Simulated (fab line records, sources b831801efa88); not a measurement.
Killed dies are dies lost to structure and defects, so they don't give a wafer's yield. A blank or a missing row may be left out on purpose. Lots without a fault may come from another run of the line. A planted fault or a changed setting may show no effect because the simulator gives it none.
fab line records | flow gf180mcu
record lots=13 wafers=39 last_day=34
route steps=602 shown NWELL@44 DUAL_GATE@144 NSD@243
lots that met no fault: from a run of the same line without faults
start_h: hours from the record's first day to the start of the lot's first wafer shown | wait_h: hours since the lot's step before | " the same as in the row above | L1.1+2: a row that stands for several wafers | - no value, or no start given | * or withheld: withheld | < > ~ a bound
route shown NAME@n: a module of which the file shows steps, and the number in the route of the first | usual: mean/standard deviation of fault-free wafers | same: alike in all rows | chamber/n: place in a boat | sites: the reading at each site | _std_site: their standard deviation | _edge_site: outer sites' mean less inner sites' | radius_mm: how far each site lies from the wafer's centre | mask NAME#n: copy n | behind: the tool/chamber that last shaped the wafer | hold: why the lot was held/for how many hours/how that ended | device: the transistor (n, p or np) that didn't switch | end of line: the same wafers' tests at the end of the route | a step without rows: its recipe alone | killed: dies lost to structure and defects at the first sort, not the wafer's yield | map: a wafer's dies, x killed, . not, _ none there
set.NAME: the setting as run; set.NAME@STEP: as run at that earlier step | model.NAME: the simulator's own value behind a step, which no gauge read
steps of the route over a sample of lots; a table a step, a row a wafer
services: from which hour (start_h, from the record's first day; less than 0 if before it) a tool's chamber was out of use, for how many hours, and why
## steps
# step GF_NWELL_COAT_02
# recipe spin_rpm=2000 resist_thk_nm=3000
# usual chill_plate_temp_C=23.00/0.11 exhaust_pa=44.9/0.86
# columns lot.wafer tool chamber start_h wait_h chill_plate_temp_C exhaust_pa
L268.3 litho_track-03 0 57.48 0.1 23.20 45.5
L268.5 " 0 " " 23.10 45.3
L268.6 " 0 " " 23.08 44.1
L270.1 litho_track-01 0 66.27 0.1 23.07 45.7
L270.2 " 0 " " 23.00 44.3
L270.4 " 0 " " 22.91 44.5
L269.1 litho_track-01 0 66.92 0.1 23.10 45.3
L269.2 " 0 " " 23.00 44.9
L269.5 " 0 " " 23.09 43.9
L271.1 litho_track-02 0 69.28 0.1 23.11 45.8
L271.4 " 0 " " 23.07 44.9
L271.5 " 0 " " 23.06 44.6
L273.1 litho_track-01 0 75.02 0.1 22.97 43.8
L273.3 " 0 " " 22.93 44.1
L273.6 " 0 " " 23.19 44.4
L275.3 litho_track-02 0 87.48 0.1 23.02 45.1
L275.4 " 0 " " 22.90 45.5
L275.6 " 0 " " 23.11 45.3
L279.1 litho_track-01 0 106.37 0.1 22.94 44.5
L279.2 " 0 " " 23.01 45.1
L279.4 " 0 " " 23.19 45.8
L283.1 litho_track-01 0 131.02 0.1 23.19 45.9
L283.4 " 0 " " 22.93 45.6
L283.5 " 0 " " 23.05 45.1
L284.2 litho_track-03 0 134.61 0.1 22.97 45.1
L284.3 " 0 " " 23.12 44.4
L284.4 " 0 " " 22.83 45.8
L285.3 litho_track-03 0 142.78 0.1 23.09 45.3
L285.4 " 0 " " 23.06 43.8
L285.5 " 0 " " 22.99 44.3
L287.1 litho_track-02 0 152.93 0.1 23.12 45.7
L287.3 " 0 " " 23.06 46.0
L287.6 " 0 " " 23.08 45.9
L288.2 litho_track-02 0 157.30 0.1 22.91 46.6
L288.4 " 0 " " 23.16 45.6
L288.6 " 0 " " 23.04 46.9
L291.1 litho_track-03 0 171.43 0.1 22.91 44.1
L291.2 " 0 " " 23.10 43.5
L291.3 " 0 " " 22.92 44.4
# step GF_NWELL_STRIP_10
# recipe chemistry=O2/N2 power_w=1400 pressure_mtorr=1500 platen_temp_c=250 o2_flow_sccm=3000 n2_flow_sccm=300 overash_fraction=0.5
# usual drypump_motor_current_A=5.6/0.47 heater_power_w=332/37 n2_flow_sccm=300.0/0.93 oes_product_au=0.722/0.0041 strip_time_to_endpoint_s=36.97/0.12
# columns lot.wafer tool chamber start_h wait_h drypump_motor_current_A heater_power_w n2_flow_sccm oes_product_au rf_hours_counter_h strip_time_to_endpoint_s
L268.3 plasma_asher-03 1 65.09 0.1 6.6 306 300.4 0.721 - 36.83
L268.5 " 0 " " 5.5 277 300.6 0.719 - 37.00
L268.6 " 1 " " 6.6 306 299.8 0.716 - 36.92
L270.1 plasma_asher-02 0 73.42 0.1 4.9 308 300.0 0.724 26 36.96
L270.2 " 1 " " 6.0 327 300.6 0.720 26 36.92
L270.4 " 1 " " 6.0 332 299.8 0.719 - 36.99
L269.1 plasma_asher-02 0 73.81 0.1 4.9 308 301.2 0.718 26 37.00
L269.2 " 1 " " 6.0 333 300.4 0.717 26 36.93
L269.5 " 0 " " 4.9 302 298.7 0.725 - 36.92
L271.1 plasma_asher-03 0 76.36 0.1 5.5 282 301.2 0.713 40 37.05
L271.4 " 1 " " 6.6 305 300.9 0.722 - 36.86
L271.5 " 1 " " 6.6 310 300.9 0.723 - 37.02
L273.1 plasma_asher-02 1 82.46 0.1 6.0 325 300.4 0.722 27 37.00
L273.3 " 1 " " 6.0 328 298.9 0.728 - 37.01
L273.6 " 0 " " 4.9 300 301.2 0.721 - 37.10
L275.3 plasma_asher-03 1 94.65 0.1 6.6 310 299.6 0.724 - 36.97
L275.4 " 0 " " 5.5 286 301.8 0.727 - 36.92
L275.6 " 0 " " 5.5 289 300.5 0.723 - 36.89
L279.1 plasma_asher-01 0 113.70 0.2 5.6 328 301.3 0.704 50 20.68
L279.2 " 1 " " 5.6 390 299.5 0.717 50 20.72
L279.4 " 1 " " 5.6 393 301.6 0.717 - 20.70
L283.1 plasma_asher-02 0 138.35 0.1 4.9 307 299.0 0.712 32 20.57
L283.4 " 0 " " 4.9 296 299.3 0.714 - 20.57
L283.5 " 1 " " 6.0 333 299.2 0.719 - 20.64
L284.2 plasma_asher-01 1 142.06 0.1 5.6 391 299.7 0.715 54 36.83
L284.3 " 1 " " 5.6 391 299.5 0.722 - 36.74
L284.4 " 0 " " 5.7 332 300.2 0.721 - 36.79
L285.3 plasma_asher-01 1 150.85 0.1 5.6 398 299.5 0.723 - 36.67
L285.4 " 0 " " 5.7 334 299.5 0.723 - 36.79
L285.5 " 0 " " 5.6 334 301.5 0.718 - 36.79
L287.1 plasma_asher-02 0 161.40 0.1 4.9 310 299.7 0.721 35 37.12
L287.3 " 1 " " 6.0 327 298.9 0.729 - 37.14
L287.6 " 1 " " 6.0 327 299.8 0.725 - 37.06
L288.2 plasma_asher-03 0 165.87 0.1 5.5 295 301.2 0.722 5 36.93
L288.4 " 0 " " 5.5 299 300.2 0.723 - 37.05
L288.6 " 1 " " 6.6 295 299.6 0.717 - 36.98
L291.1 plasma_asher-01 1 180.66 0.1 5.6 388 299.7 0.728 58 37.02
L291.2 " 0 " " 5.6 344 300.5 0.721 58 36.98
L291.3 " 0 " " 5.7 331 300.5 0.719 - 37.09
# step GF_DUAL_GATE_THK_MEAS_03
# recipe reads=SiO2_of_DUAL_GATE_OXIDATION_02
# usual DUAL_GATE_OXIDATION_00_THK=10.85/0.19
# columns lot.wafer tool chamber start_h wait_h DUAL_GATE_OXIDATION_00_THK[nm]
L268.3 film_metro-03 - 168.93 0.0 10.64
L268.5 " - " " 10.49
L268.6 " - " " 10.72
L270.1 film_metro-03 - 176.43 0.0 10.94
L270.2 " - " " 10.78
L270.4 " - " " 11.05
L269.1 film_metro-04 - 179.14 0.0 10.61
L269.2 " - " " 10.84
L269.5 " - " " 10.74
L271.1 film_metro-03 - 182.39 0.0 10.70
L271.4 " - " " 10.92
L271.5 " - " " 10.74
L273.1 film_metro-04 - 196.43 0.0 11.02
L273.3 " - " " 11.18
L273.6 " - " " 11.08
L275.3 film_metro-01 - 204.95 0.0 11.00
L275.4 " - " " 10.75
L275.6 " - " " 10.94
L279.1 film_metro-04 - 233.27 0.0 10.66
L279.2 " - " " 10.81
L279.4 " - " " 10.58
L283.1 film_metro-01 - 261.75 0.0 11.06
L283.4 " - " " 11.27
L283.5 " - " " 10.99
L284.2 film_metro-03 - 266.97 0.0 10.73
L284.3 " - " " 10.77
L284.4 " - " " 10.82
L285.3 film_metro-04 - 279.54 0.0 10.96
L285.4 " - " " 11.06
L285.5 " - " " 10.94
L287.1 film_metro-03 - 290.31 0.0 10.73
L287.3 " - " " 10.66
L287.6 " - " " 10.75
L288.2 film_metro-03 - 298.97 0.0 11.10
L288.4 " - " " 10.82
L288.6 " - " " 11.11
L291.1 film_metro-03 - 309.48 0.0 10.78
L291.2 " - " " 10.44
L291.3 " - " " 10.70
# step GF_NSD_OVL_MEAS_08
# usual NSD_OVL=0.1/1.3
# columns lot.wafer tool chamber start_h wait_h NSD_OVL[nm]
L268.3 overlay-01 - 305.41 0.1 0.9
L268.5 " - " " -0.1
L268.6 " - " " 0.8
L270.1 overlay-01 - 315.34 0.1 -0.2
L270.2 " - " " -0.1
L270.4 " - " " 0.5
L271.1 overlay-02 - 319.79 0.1 0.2
L271.4 " - " " 0.0
L271.5 " - " " -0.2
L269.1 overlay-01 - 320.09 0.1 -1.4
L269.2 " - " " -1.7
L269.5 " - " " -2.7
L273.1 overlay-01 - 338.85 0.1 0.5
L273.3 " - " " 0.4
L273.6 " - " " 0.4
L275.3 overlay-02 - 353.00 0.1 -0.9
L275.4 " - " " -1.3
L275.6 " - " " -0.7
L279.1 overlay-01 - 383.43 0.1 1.5
L279.2 " - " " 1.7
L279.4 " - " " 2.4
L283.1 overlay-01 - 421.39 0.1 -0.9
L283.4 " - " " -0.8
L283.5 " - " " -0.6
L284.2 overlay-01 - 432.40 0.1 1.1
L284.3 " - " " 2.3
L284.4 " - " " 1.3
L285.3 overlay-02 - 440.95 0.1 -3.0
L285.4 " - " " -3.2
L285.5 " - " " -2.4
L287.1 overlay-02 - 456.13 0.1 2.0
L287.3 " - " " 1.1
L287.6 " - " " 2.4
L288.2 overlay-02 - 465.65 0.1 2.5
L288.4 " - " " 1.4
L288.6 " - " " 1.0
L291.1 overlay-01 - 483.44 0.1 0.2
L291.2 " - " " -0.7
L291.3 " - " " 0.5
# step GF_PSD_RS_MEAS_14
# recipe thk_meas_gauge=four-point-probe
# usual NSD_RS=46.12/0.08
# columns lot.wafer tool chamber start_h wait_h NSD_RS[ohm/sq]
L268.3 film_metro-03 - 326.91 0.1 46.02
L268.5 " - " " 46.04
L268.6 " - " " 46.17
L270.1 film_metro-03 - 336.62 0.1 45.96
L270.2 " - " " 46.00
L270.4 " - " " 46.04
L271.1 film_metro-02 - 341.06 0.1 46.06
L271.4 " - " " 46.01
L271.5 " - " " 46.13
L269.1 film_metro-03 - 341.36 0.1 46.09
L269.2 " - " " 46.11
L269.5 " - " " 46.11
L273.1 film_metro-02 - 361.41 0.1 46.19
L273.3 " - " " 46.21
L273.6 " - " " 46.24
L275.3 film_metro-02 - 376.05 0.1 46.12
L275.4 " - " " 46.08
L275.6 " - " " 46.08
L279.1 film_metro-02 - 406.78 0.1 46.03
L279.2 " - " " 46.10
L279.4 " - " " 45.93
L283.1 film_metro-04 - 446.57 0.1 46.19
L283.4 " - " " 46.09
L283.5 " - " " 46.19
L284.2 film_metro-02 - 458.04 0.1 46.26
L284.3 " - " " 46.20
L284.4 " - " " 46.14
L285.3 film_metro-04 - 466.70 0.1 46.20
L285.4 " - " " 46.30
L285.5 " - " " 46.25
L287.1 film_metro-02 - 481.41 0.1 46.20
L287.3 " - " " 46.16
L287.6 " - " " 46.30
L288.2 film_metro-04 - 490.38 0.1 46.18
L288.4 " - " " 46.10
L288.6 " - " " 46.05
L291.1 film_metro-02 - 507.56 0.1 46.17
L291.2 " - " " 46.07
L291.3 " - " " 46.10
## services
# columns tool chamber start_h hours kind
plasma_asher-02 - 100.08 14.6 repair
plasma_asher-03 - 108.75 9.0 pm
plasma_asher-03 0 108.75 9.0 vent_cycle
plasma_asher-03 1 108.75 9.0 vent_cycle
plasma_asher-03 0 117.75 - clean
plasma_asher-03 1 117.75 - clean
plasma_asher-02 - 136.15 1.6 repair
plasma_asher-03 - 136.32 7.5 pm
## key
first_sign step=GF_NWELL_STRIP_10 reading=strip_time_to_endpoint_s direction=down sigmas=99+ usual=* struck=*
effect none on later readings
met_at GF_NWELL_COAT_02
struck_lots L279,L283
tester_left_out L279,L283
not_acting_at GF_DUAL_GATE_THK_MEAS_03,GF_NSD_OVL_MEAS_08,GF_PSD_RS_MEAS_14
onset_between 75.02 106.37
fault kind=process_parameter_drift tool=litho_track-01 chamber=- onset_h=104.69 steps=GF_NWELL_COAT_02 channel=resist_thk_nm offset=* shape=step end_h=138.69 acts_in=* stated=*
# tester_left_out: of these lots the tester's yield and bins aren't shown, on N5 and GAA mostly nor the transistor test; their killed dies are dies lost to structure and defects alone, not to doping, threshold or leakage, so they don't give the yield
